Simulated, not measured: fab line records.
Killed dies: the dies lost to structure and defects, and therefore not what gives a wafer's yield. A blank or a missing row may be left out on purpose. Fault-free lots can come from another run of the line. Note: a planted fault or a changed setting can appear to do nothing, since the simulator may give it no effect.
The tool behind it: which one? :: flow sky130 :: 72 wafers from 24 lots sampled at 3 of the route's 708 steps

WHAT THE GAUGES READ, wafer by wafer
SKY_POLY_GATE_THK_MEAS_04.
lot: L075
measured: day 15 07:28
on: film metro-01
POLY_GATE_CVD_03_THK (nm): 75.2 75.4 74.8

lot: L074
measured: day 15 08:49
on: film metro-02
POLY_GATE_CVD_03_THK (nm): 75.8 76.1 75.6

lot: L076
measured: day 15 22:35
on: film metro-03
POLY_GATE_CVD_03_THK (nm): 75.3 74.5 74.7

lot: L077
measured: day 16 02:46
on: film metro-03
POLY_GATE_CVD_03_THK (nm): 74.3 74.4 74.9

lot: L078
measured: day 16 16:04
on: film metro-03
POLY_GATE_CVD_03_THK (nm): 75.3 75.0 75.2

lot: L079
measured: day 16 21:35
on: film metro-02
POLY_GATE_CVD_03_THK (nm): 74.9 75.0 75.1

lot: L080
measured: day 17 07:25
on: film metro-03
POLY_GATE_CVD_03_THK (nm): 76.3 77.0 76.5

lot: L082
measured: day 17 18:32
on: film metro-02
POLY_GATE_CVD_03_THK (nm): 75.7 75.9 75.6

lot: L081
measured: day 17 22:43
on: film metro-03
POLY_GATE_CVD_03_THK (nm): 74.8 74.9 74.7

lot: L083
measured: day 18 08:54
on: film metro-01
POLY_GATE_CVD_03_THK (nm): 74.7 75.4 75.1

lot: L084
measured: day 18 19:10
on: film metro-01
POLY_GATE_CVD_03_THK (nm): 74.0 74.4 74.0

lot: L085
measured: day 19 02:52
on: film metro-01
POLY_GATE_CVD_03_THK (nm): 74.0 73.2 73.7

lot: L087
measured: day 19 15:37
on: film metro-01
POLY_GATE_CVD_03_THK (nm): 74.8 74.4 73.1

lot: L086
measured: day 20 04:52
on: film metro-02
POLY_GATE_CVD_03_THK (nm): 76.0 75.3 75.6

lot: L088
measured: day 20 08:38
on: film metro-02
POLY_GATE_CVD_03_THK (nm): 73.9 74.1 73.8

lot: L089
measured: day 20 17:19
on: film metro-02
POLY_GATE_CVD_03_THK (nm): 75.2 74.9 74.1

lot: L091
measured: day 21 23:35
on: film metro-03
POLY_GATE_CVD_03_THK (nm): 74.0 73.7 74.1

lot: L090
measured: day 22 05:15
on: film metro-01
POLY_GATE_CVD_03_THK (nm): 75.1 74.6 74.8

lot: L093
measured: day 22 11:13
on: film metro-03
POLY_GATE_CVD_03_THK (nm): 74.9 74.6 74.4

lot: L094
measured: day 22 15:18
on: film metro-02
POLY_GATE_CVD_03_THK (nm): 75.3 74.9 74.9

lot: L092
measured: day 22 16:40
on: film metro-03
POLY_GATE_CVD_03_THK (nm): 75.2 76.0 75.1

lot: L095
measured: day 23 00:00
on: film metro-02
POLY_GATE_CVD_03_THK (nm): 74.4 74.7 74.1

lot: L096
measured: day 23 06:19
on: film metro-02
POLY_GATE_CVD_03_THK (nm): 73.9 74.6 74.4

lot: L097
measured: day 23 19:10
on: film metro-03
POLY_GATE_CVD_03_THK (nm): 75.5 76.0 75.1

SKY_LDD_HVP_TW_MEAS_10.
lot: L075
measured: day 21 16:38
on: film metro-04
LDD_HVP_TW: 453.6 452.1 453.8

lot: L074
measured: day 21 17:32
on: film metro-03
LDD_HVP_TW: 451.6 447.9 449.3

lot: L076
measured: day 22 07:04
on: film metro-02
LDD_HVP_TW: 447.2 453.7 449.0

lot: L077
measured: day 22 14:53
on: film metro-03
LDD_HVP_TW: 451.1 452.4 452.4

lot: L078
measured: day 23 03:02
on: film metro-02
LDD_HVP_TW: 453.6 451.6 452.3

lot: L079
measured: day 23 11:58
on: film metro-02
LDD_HVP_TW: 451.6 453.0 449.2

lot: L080
measured: day 23 20:00
on: film metro-04
LDD_HVP_TW: 456.9 456.3 456.2

lot: L082
measured: day 24 06:53
on: film metro-03
LDD_HVP_TW: 454.6 453.5 455.3

lot: L081
measured: day 24 09:47
on: film metro-04
LDD_HVP_TW: 456.9 457.4 459.1

lot: L083
measured: day 24 21:21
on: film metro-02
LDD_HVP_TW: 452.0 448.2 451.0

lot: L084
measured: day 25 08:17
on: film metro-02
LDD_HVP_TW: 455.3 454.9 454.6

lot: L085
measured: day 25 16:06
on: film metro-02
LDD_HVP_TW: 453.3 449.1 453.6

lot: L087
measured: day 26 03:59
on: film metro-04
LDD_HVP_TW: 458.0 455.7 456.7

lot: L086
measured: day 26 17:06
on: film metro-04
LDD_HVP_TW: 457.7 456.5 455.5

lot: L088
measured: day 26 19:27
on: film metro-03
LDD_HVP_TW: 454.8 453.9 452.9

lot: L089
measured: day 27 03:17
on: film metro-03
LDD_HVP_TW: 455.2 455.6 455.0

lot: L091
measured: day 28 08:27
on: film metro-03
LDD_HVP_TW: 456.7 457.6 455.9

lot: L090
measured: day 28 13:52
on: film metro-02
LDD_HVP_TW: 452.5 452.5 449.4

lot: L093
measured: day 28 18:00
on: film metro-04
LDD_HVP_TW: 457.7 456.9 455.9

lot: L094
measured: day 28 22:04
on: film metro-04
LDD_HVP_TW: 457.9 454.5 456.1

lot: L092
measured: day 29 00:10
on: film metro-02
LDD_HVP_TW: 451.1 452.7 453.3

lot: L095
measured: day 29 06:56
on: film metro-03
LDD_HVP_TW: 450.5 453.7 451.8

lot: L096
measured: day 29 13:45
on: film metro-03
LDD_HVP_TW: 453.7 454.2 451.0

lot: L097
measured: day 29 23:55
on: film metro-02
LDD_HVP_TW: 453.3 451.7 451.0

SKY_SD_N_CD_MEAS_07: target cd 380 nm.
lot: L075
measured: day 28 00:38
on: cd sem-01
cd nm (nm): 384.9 384.3 385.5

lot: L074
measured: day 28 00:56
on: cd sem-02
cd nm (nm): 378.2 377.9 376.8

lot: L076
measured: day 28 13:50
on: cd sem-02
cd nm (nm): 380.4 381.2 381.5

lot: L077
measured: day 28 21:47
on: cd sem-02
cd nm (nm): 379.2 381.7 379.9

lot: L078
measured: day 29 08:26
on: cd sem-01
cd nm (nm): 379.7 378.5 378.1

lot: L079
measured: day 29 15:28
on: cd sem-02
cd nm (nm): 380.9 382.6 384.2

lot: L080
measured: day 30 00:51
on: cd sem-01
cd nm (nm): 380.5 384.4 380.9

lot: L082
measured: day 30 08:48
on: cd sem-01
cd nm (nm): 373.1 375.9 374.4

lot: L081
measured: day 30 11:59
on: cd sem-02
cd nm (nm): 382.0 381.4 378.8

lot: L083
measured: day 30 23:51
on: cd sem-01
cd nm (nm): 381.9 385.3 383.3

lot: L084
measured: day 31 09:07
on: cd sem-02
cd nm (nm): 381.0 380.8 379.9

lot: L085
measured: day 31 17:01
on: cd sem-02
cd nm (nm): 381.9 380.7 380.6

lot: L087
measured: day 32 02:30
on: cd sem-02
cd nm (nm): 375.9 377.8 377.4

lot: L086
measured: day 32 15:51
on: cd sem-01
cd nm (nm): 376.0 377.3 374.5

lot: L088
measured: day 32 16:59
on: cd sem-02
cd nm (nm): 383.7 381.9 382.6

lot: L089
measured: day 33 00:05
on: cd sem-02
cd nm (nm): 380.6 379.0 377.9

lot: L091
measured: day 34 03:37
on: cd sem-01
cd nm (nm): 378.0 375.1 378.5

lot: L090
measured: day 34 08:43
on: cd sem-01
cd nm (nm): 377.4 380.2 379.1

lot: L093
measured: day 34 11:49
on: cd sem-02
cd nm (nm): 380.8 380.2 377.4

lot: L094
measured: day 34 16:07
on: cd sem-01
cd nm (nm): 384.8 383.4 382.2

lot: L092
measured: day 34 19:53
on: cd sem-02
cd nm (nm): 383.8 381.1 381.0

lot: L095
measured: day 34 23:50
on: cd sem-01
cd nm (nm): 380.6 380.7 379.3

lot: L096
measured: day 35 06:46
on: cd sem-02
cd nm (nm): 384.2 384.3 382.7

lot: L097
measured: day 35 16:32
on: cd sem-01
cd nm (nm): 382.3 382.5 382.4

EACH LOT AND THE TOOL THAT RAN IT (in order: tool; ch and the chambers of the sampled wafers; start)
The record shows no process step preceding these readings.

AS READ BY THE TOOLS THEMSELVES (means over the sampled wafers that have a number; for cases with no such wafer, the mark the record gives instead)
The record holds no such reading with a usual standard deviation.

THE ANSWER, worked out from the rows above alone
Rule: usual is defined by the lots themselves. Put in order of their means at a reading, lots are off if they are a third of the lots or fewer, leave a main group of 4 or more, and stand apart from it by a gap of 3 or more times the standard deviation of the main group's means; of several such gaps the widest counts. A main group whose means are all the same, to the digits that the tables above print for the reading, isn't used. Also off: a lot with no number at a reading for which 4 or more lots have one. All remaining lots with rows at the step are treated as sound. After the gauges, taken in route order, come the tools' own readings; for these a lot's mean is taken, as printed above. At the first step where some lot is off, the reading lying furthest off is the one used; lots without a number count as furthest.
No lot is off at any reading shown: from this, nothing can be told.

WHAT THE SIMULATOR HAD INSERTED
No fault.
